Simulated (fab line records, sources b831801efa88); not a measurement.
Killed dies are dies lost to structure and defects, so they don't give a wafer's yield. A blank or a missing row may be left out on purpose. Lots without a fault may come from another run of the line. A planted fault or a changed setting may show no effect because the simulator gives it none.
Tool commonality check | flow gf180mcu | 11 lots, 33 wafers sampled

WHY IT WAS OPENED
At GF_M4_RS_MEAS_05 the reading M4_ALCU_RS is flagged on 3 of 11 lots. Wafers without a fault read 0.0692 ohm/sq, standard deviation 0.00066.
Rule: a lot is flagged when every wafer of it that has a number lies more than 4 standard deviations from that mean, or none has a number. The other lots count as sound.

lot  | measured     | on            | M4_ALCU_RS (ohm/sq), wafer by wafer | flag
L282 | day 23 06:16 | film_metro-03 | 0.0690 0.0693 0.0684                |
L284 | day 23 23:43 | film_metro-04 | 0.0681 0.0685 0.0686                |
L285 | day 24 08:40 | film_metro-03 | 0.0697 0.0696 0.0693                |
L287 | day 25 07:59 | film_metro-02 | 0.0692 0.0698 0.0696                |
L289 | day 25 15:12 | film_metro-02 | 0.0701 0.0699 0.0699                |
L290 | day 26 03:29 | film_metro-04 | 0.0617 0.0615 0.0614                | FLAGGED
L295 | day 27 08:31 | film_metro-04 | 0.0619 0.0615 0.0623                | FLAGGED
L296 | day 27 12:32 | film_metro-04 | 0.0618 0.0611 0.0614                | FLAGGED
L297 | day 27 19:45 | film_metro-04 | 0.0700 0.0701 0.0692                |
L298 | day 28 08:41 | film_metro-04 | 0.0702 0.0699 0.0700                |
L301 | day 29 01:47 | film_metro-02 | 0.0683 0.0687 0.0685                |
The numbers of the flagged lots are 0.0616 ohm/sq on average: -0.0076 ohm/sq against the usual, or -11 standard deviations.

WHICH TOOL RAN EACH LOT
The record holds 3 process steps before the reading, out of a route of 602 steps. In each cell: the tool, then ch and the chambers that the sampled wafers went through, then the start.
lot  | flag    | GF_V3_CVD_02                    | GF_M4_SPUTTER_00             | GF_M4_SPUTTER_02
L282 |         | pecvd-01 ch 1,2, day 22 05:02   | pvd_sputter-03, day 23 06:02 | pvd_sputter-03, day 23 06:10
L284 |         | pecvd-02 ch 0,1, day 22 23:23   | pvd_sputter-03, day 23 23:29 | pvd_sputter-03, day 23 23:37
L285 |         | pecvd-01 ch 0,1,2, day 23 08:58 | pvd_sputter-02, day 24 08:26 | pvd_sputter-02, day 24 08:34
L287 |         | pecvd-01 ch 1,2, day 24 08:03   | pvd_sputter-03, day 25 07:46 | pvd_sputter-03, day 25 07:53
L289 |         | pecvd-02 ch 0,1, day 24 15:04   | pvd_sputter-03, day 25 14:59 | pvd_sputter-03, day 25 15:07
L290 | FLAGGED | pecvd-04 ch 1,2, day 25 03:52   | pvd_sputter-03, day 26 03:16 | pvd_sputter-03, day 26 03:24
L295 | FLAGGED | pecvd-01 ch 0,1,2, day 26 10:00 | pvd_sputter-03, day 27 08:17 | pvd_sputter-03, day 27 08:25
L296 | FLAGGED | pecvd-04 ch 1,2, day 26 13:55   | pvd_sputter-03, day 27 12:19 | pvd_sputter-03, day 27 12:26
L297 |         | pecvd-01 ch 1,2, day 26 20:41   | pvd_sputter-02, day 27 19:31 | pvd_sputter-02, day 27 19:38
L298 |         | pecvd-01 ch 0,2, day 27 09:37   | pvd_sputter-02, day 28 08:26 | pvd_sputter-02, day 28 08:34
L301 |         | pecvd-01 ch 1,2, day 28 04:00   | pvd_sputter-01, day 29 01:32 | pvd_sputter-01, day 29 01:40
What these steps do:
- GF_V3_CVD_02: deposits SiO2 from TEOS, target thk 850 nm, time 94.851 s.
- GF_M4_SPUTTER_00: material Ti, target thk 37.5 nm, time 150 s.
- GF_M4_SPUTTER_02: material AlCu, target thk 450 nm, time 23.9 s.
- GF_M4_RS_MEAS_05: measures by four-point-probe.

FLAGGED OVER TOTAL, TOOL BY TOOL (the gauges that took the reading come last)
step             | tool           | lots run | flagged | share of the flagged lots | sound lots run after its first flagged lot
GF_V3_CVD_02     | pecvd-01       | 7        | 1       | some                      | 3 (L297,L298,L301)
GF_V3_CVD_02     | pecvd-02       | 2        | 0       | none                      | -
GF_V3_CVD_02     | pecvd-04       | 2        | 2       | some                      | 0
GF_M4_SPUTTER_00 | pvd_sputter-01 | 1        | 0       | none                      | -
GF_M4_SPUTTER_00 | pvd_sputter-02 | 3        | 0       | none                      | -
GF_M4_SPUTTER_00 | pvd_sputter-03 | 7        | 3       | all                       | 0
GF_M4_SPUTTER_02 | pvd_sputter-01 | 1        | 0       | none                      | -
GF_M4_SPUTTER_02 | pvd_sputter-02 | 3        | 0       | none                      | -
GF_M4_SPUTTER_02 | pvd_sputter-03 | 7        | 3       | all                       | 0
GF_M4_RS_MEAS_05 | film_metro-02  | 3        | 0       | none                      | -
GF_M4_RS_MEAS_05 | film_metro-03  | 2        | 0       | none                      | -
GF_M4_RS_MEAS_05 | film_metro-04  | 6        | 3       | all                       | 2 (L297,L298)

WHAT THE TABLE ALLOWS
3 rows of the table ran every flagged lot: pvd_sputter-03 at GF_M4_SPUTTER_00, pvd_sputter-03 at GF_M4_SPUTTER_02, film_metro-04 at GF_M4_RS_MEAS_05.
- pvd_sputter-03 at GF_M4_SPUTTER_00: 3 of its 7 lots flagged. Its last sound lot is L289 (day 25 14:59), its first flagged lot L290 (day 26 03:16): a fault that began between those two fits.
- pvd_sputter-03 at GF_M4_SPUTTER_02: 3 of its 7 lots flagged. Its last sound lot is L289 (day 25 15:07), its first flagged lot L290 (day 26 03:24): a fault that began between those two fits. Its own readings lie more than 4 standard deviations out on every wafer of the flagged lots: cathode_dc_power_W.
- film_metro-04 at GF_M4_RS_MEAS_05: 3 of its 6 lots flagged. Sound lots ran on it after the first flagged one (L297, L298), which a lasting fault on the whole tool wouldn't allow.
One tool is left: pvd_sputter-03 at GF_M4_SPUTTER_00 and GF_M4_SPUTTER_02.

WHAT THE SIMULATOR HAD PUT IN
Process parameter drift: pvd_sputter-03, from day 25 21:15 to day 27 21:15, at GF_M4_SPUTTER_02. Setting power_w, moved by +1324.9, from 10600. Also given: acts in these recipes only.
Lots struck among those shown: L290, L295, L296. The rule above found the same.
